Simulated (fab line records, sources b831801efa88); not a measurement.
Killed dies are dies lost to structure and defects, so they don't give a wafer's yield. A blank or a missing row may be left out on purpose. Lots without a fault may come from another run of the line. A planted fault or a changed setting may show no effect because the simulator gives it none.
Which tool did it? | flow sky130 | 9 lots, 27 wafers sampled, at 6 steps of a route of 708

WHAT THE GAUGES READ, wafer by wafer
SKY_VIA4_THK_MEAS_01. Usual: VIA4_HDPCVD_THK 1736 nm, standard deviation 19.
lot  | measured     | on            | VIA4_HDPCVD_THK (nm) | flag
L926 | day 42 04:07 | film_metro-03 | 1730 1746 1704       |
L928 | day 42 21:58 | film_metro-04 | 1708 1734 1707       |
L929 | day 43 02:49 | film_metro-01 | 1713 1756 1744       |
L938 | day 45 13:58 | film_metro-03 | 1732 1767 1750       |
L939 | day 45 23:41 | film_metro-03 | 1732 1716 1737       |
L940 | day 46 04:52 | film_metro-01 | 1698 1715 1701       |
L942 | day 46 22:02 | film_metro-04 | 1750 1716 1716       |
L943 | day 46 23:24 | film_metro-04 | 1744 1739 1707       |
L945 | day 47 06:05 | film_metro-01 | 1719 1726 1750       |

SKY_VIA4_BOW_MEAS_03. Usual: VIA4_BOW 80 um, standard deviation 9.4.
lot  | measured     | on            | VIA4_BOW (um) | flag
L926 | day 42 04:29 | film_metro-03 | 67 71 100     |
L928 | day 42 22:20 | film_metro-04 | 72 99 92      |
L929 | day 43 03:10 | film_metro-03 | 99 96 76      |
L938 | day 45 14:30 | film_metro-01 | 87 84 82      |
L939 | day 46 00:04 | film_metro-04 | 73 67 75      |
L940 | day 46 05:23 | film_metro-01 | 62 79 63      |
L942 | day 46 22:24 | film_metro-04 | 80 78 69      |
L943 | day 46 23:46 | film_metro-04 | 66 64 68      |
L945 | day 47 06:27 | film_metro-01 | 72 74 72      |

SKY_METAL5_RS_MEAS_05: measures by four-point-probe. Usual: METAL5_ALCU_RS 0.0271 ohm/sq, standard deviation 0.00034.
lot  | measured     | on            | METAL5_ALCU_RS (ohm/sq) | flag
L926 | day 43 04:47 | film_metro-01 | 0.0266 0.0272 0.0270    |
L928 | day 43 22:19 | film_metro-04 | 0.0271 0.0268 0.0270    |
L929 | day 44 03:32 | film_metro-04 | 0.0267 0.0270 0.0265    |
L938 | day 46 12:41 | film_metro-02 | 0.0291 0.0284 0.0290    | OFF
L939 | day 46 21:41 | film_metro-02 | 0.0281 0.0284 0.0285    | OFF
L940 | day 47 03:34 | film_metro-04 | 0.0273 0.0274 0.0272    |
L942 | day 47 20:01 | film_metro-02 | 0.0273 0.0272 0.0273    |
L943 | day 47 21:08 | film_metro-04 | 0.0267 0.0272 0.0273    |
L945 | day 48 03:17 | film_metro-02 | 0.0278 0.0282 0.0278    |

SKY_METAL5_THK_MEAS_06: measures by xrf. Usual: METAL5_ALCU_THK 1177 nm, standard deviation 17.
lot  | measured     | on            | METAL5_ALCU_THK (nm) | flag
L926 | day 43 04:53 | film_metro-01 | 1183 1171 1180       |
L928 | day 43 22:26 | film_metro-04 | 1175 1186 1170       |
L929 | day 44 03:39 | film_metro-04 | 1200 1195 1206       |
L938 | day 46 12:48 | film_metro-02 | 1095 1122 1098       | OFF
L939 | day 46 21:46 | film_metro-02 | 1138 1121 1115       | OFF
L940 | day 47 03:41 | film_metro-04 | 1177 1169 1180       |
L942 | day 47 20:08 | film_metro-02 | 1175 1170 1174       |
L943 | day 47 21:16 | film_metro-04 | 1207 1169 1170       |
L945 | day 48 03:23 | film_metro-02 | 1147 1121 1138       |

WHICH TOOL RAN EACH LOT (tool, then ch and the chambers of the sampled wafers, then the start)
lot  | SKY_METAL4_METAL_ETCH_18          | SKY_METAL5_SPUTTER_02
L926 | rie_metal-03 ch 0,1, day 42 03:13 | pvd_sputter-02, day 43 04:38
L928 | rie_metal-02 ch 0,1, day 42 20:37 | pvd_sputter-02, day 43 22:12
L929 | rie_metal-03 ch 0,1, day 43 01:52 | pvd_sputter-04, day 44 03:25
L938 | rie_metal-02 ch 1, day 45 13:01   | pvd_sputter-01, day 46 12:33
L939 | rie_metal-03 ch 0,1, day 45 22:36 | pvd_sputter-01, day 46 21:32
L940 | rie_metal-03 ch 0, day 46 03:55   | pvd_sputter-02, day 47 03:26
L942 | rie_metal-03 ch 0, day 46 21:04   | pvd_sputter-02, day 47 19:53
L943 | rie_metal-01 ch 0,1, day 46 22:25 | pvd_sputter-04, day 47 21:01
L945 | rie_metal-02 ch 0,1, day 47 05:01 | pvd_sputter-04, day 48 03:08
- SKY_METAL4_METAL_ETCH_18: etches the open film in Cl2/BCl3, stops on SiO2, target depth 845 nm, time 183.1 s.
- SKY_METAL5_SPUTTER_02: material AlCu, target thk 1150 nm, time 61.2 s.

WHAT THE TOOLS THEMSELVES READ (means of the sampled wafers that have a number; where no wafer has one, the mark that the record gives instead)
SKY_METAL4_METAL_ETCH_18. Usual: drypump_motor_current_A 5.8 A, standard deviation 0.43; he_backside_leak_sccm 3.23 sccm, standard deviation 0.29; oes_product_au 0.864 a.u., standard deviation 0.0064; rf_fwd_power_W 896.4 W, standard deviation 2.7; throttle_valve_pct 22.265 %, standard deviation 0.0096.
lot  | tool         | drypump_motor_current_A (A) | he_backside_leak_sccm (sccm) | oes_product_au (a.u.) | rf_fwd_power_W (W) | throttle_valve_pct (%) | flag
L926 | rie_metal-03 | 5.5                         | 3.15                         | 0.854                 | 897.7              | 22.268                 |
L928 | rie_metal-02 | 6.2                         | 3.27                         | 0.862                 | 895.7              | 22.266                 |
L929 | rie_metal-03 | 5.5                         | 3.00                         | 0.869                 | 896.2              | 22.267                 |
L938 | rie_metal-02 | 6.0                         | 3.23                         | 0.866                 | 897.3              | 22.265                 |
L939 | rie_metal-03 | 5.5                         | 3.03                         | 0.861                 | 895.5              | 22.268                 |
L940 | rie_metal-03 | 5.4                         | 3.20                         | 0.864                 | 896.8              | 22.262                 |
L942 | rie_metal-03 | 5.4                         | 3.05                         | 0.865                 | 900.0              | 22.256                 |
L943 | rie_metal-01 | 5.4                         | 3.30                         | 0.863                 | 900.3              | 22.265                 |
L945 | rie_metal-02 | 6.3                         | 3.38                         | 0.858                 | 897.5              | 22.261                 |

SKY_METAL5_SPUTTER_02. Usual: cathode_dc_power_W 10600 W, standard deviation 1.9; throttle_valve_pct 30.4 %, standard deviation 0.99.
lot  | tool           | cathode_dc_power_W (W) | throttle_valve_pct (%) | flag
L926 | pvd_sputter-02 | 10602                  | 30.6                   |
L928 | pvd_sputter-02 | 10599                  | 30.1                   |
L929 | pvd_sputter-04 | 10601                  | 29.9                   |
L938 | pvd_sputter-01 | 10042                  | 31.0                   | OFF
L939 | pvd_sputter-01 | 10042                  | 30.4                   | OFF
L940 | pvd_sputter-02 | 10599                  | 31.0                   |
L942 | pvd_sputter-02 | 10601                  | 30.8                   |
L943 | pvd_sputter-04 | 10601                  | 29.4                   |
L945 | pvd_sputter-04 | 10599                  | 29.7                   |

THE ANSWER, worked out from the rows above alone
Rule: a lot is off if the mean of its wafers that have a number lies more than 3 standard deviations from the usual mean. A lot without any number at a reading at which 4 lots or more have one is off too. The other lots that the step has rows for count as sound. The gauges are gone through in route order, then the tools' own readings, and for those a lot's mean is taken as printed above. The first step at which some lot is off is used, and at that step the reading that is off furthest; a lot without a number counts as furthest.
Off: L938, L939, at SKY_METAL5_RS_MEAS_05 (METAL5_ALCU_RS).
A tool fits if, at a process step before that reading, it ran every lot that is off, and no sound lot after the first of them. The gauges at SKY_METAL5_RS_MEAS_05 aren't tried: what is off there is off at SKY_METAL5_SPUTTER_02 too, on other tools, and a gauge's error can't cause that. One fits: pvd_sputter-01 at SKY_METAL5_SPUTTER_02. It ran no sound lot before its first lot that is off in this sample, so the start can't be narrowed down.
The tool's own readings at SKY_METAL5_SPUTTER_02 bear it out: on the lots that are off they differ by more than 5 times the standard deviation of the sound lots' means. cathode_dc_power_W reads 10042 W there against 10600 W on the sound lots.

WHAT THE SIMULATOR HAD PUT IN
Process parameter drift: pvd_sputter-01, from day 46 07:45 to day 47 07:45, at SKY_METAL5_SPUTTER_02. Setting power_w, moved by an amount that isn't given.
Lots struck among those shown: L938, L939. The rule above found the same.
